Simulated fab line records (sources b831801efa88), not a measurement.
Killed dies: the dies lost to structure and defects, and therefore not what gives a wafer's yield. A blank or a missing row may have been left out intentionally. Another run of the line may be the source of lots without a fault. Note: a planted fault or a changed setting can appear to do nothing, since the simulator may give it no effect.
The same fault as seen by 2 desks -- flow sky130 -- each desk holds nothing but its own numbers, with what lay behind them at the end

## FROM THE METROLOGY DESK
Lot by lot, what the gauges showed, no matter which tool ran the lot: averages of those sampled wafers that carry a number. If a lot's mean is further than 4 standard deviations from the usual mean, the lot is out of limits and carries the mark OUT (the distance appears in the brackets).
Columns: A = RES_XHIGH_TW at SKY_RES_XHIGH_TW_MEAS_09, usual 1644
lot,first seen here,A
L986,day 26 11:07,1653
L987,day 26 17:44,1646
L992,day 29 01:58,1649
L994,day 29 12:35,1632
L995,day 30 00:58,1635
L998,day 30 17:43,1641
L999,day 31 21:28,1657
L106,day 33 08:23,1664
L107,day 33 15:20,1640
L108,day 34 08:07,1648
L109,day 34 10:34,1631
This desk's finding: nothing out of limits on any of the 11 lots.

## FOR THE TOOL OWNER'S DESK: litho track-04
The tool's own readings at SKY_CONTACT_COAT_09 (resist thk 450 nm): means of the sampled wafers that have a number, for each lot that ran on this tool. If a lot's mean is further than 4 standard deviations from the usual mean, the lot is out of limits and carries the mark OUT (the distance appears in the brackets).
Columns: A = chill plate temp C at SKY_CONTACT_COAT_09, usual 23.01 C; B = spin speed rpm at SKY_CONTACT_COAT_09, usual 2999.9 rpm
lot,first seen here,A,B
L986,day 30 17:00,23.04,3000.0
L987,day 30 23:00,23.12,2999.7
L992,day 33 05:00,22.99,3000.0
L994,day 33 16:00,23.02,3001.5
L998,day 34 20:00,22.97,3000.9
L107,day 37 14:00,23.05,3000.1
L109,day 38 11:00,22.97,3000.7
This desk's finding: nothing out of limits on any of the 7 lots.

## TAKEN TOGETHER
The metrology desk saw nothing out of limits.
The tool owner's desk saw nothing out of limits.

## WHAT THE SIMULATOR HAD INSERTED
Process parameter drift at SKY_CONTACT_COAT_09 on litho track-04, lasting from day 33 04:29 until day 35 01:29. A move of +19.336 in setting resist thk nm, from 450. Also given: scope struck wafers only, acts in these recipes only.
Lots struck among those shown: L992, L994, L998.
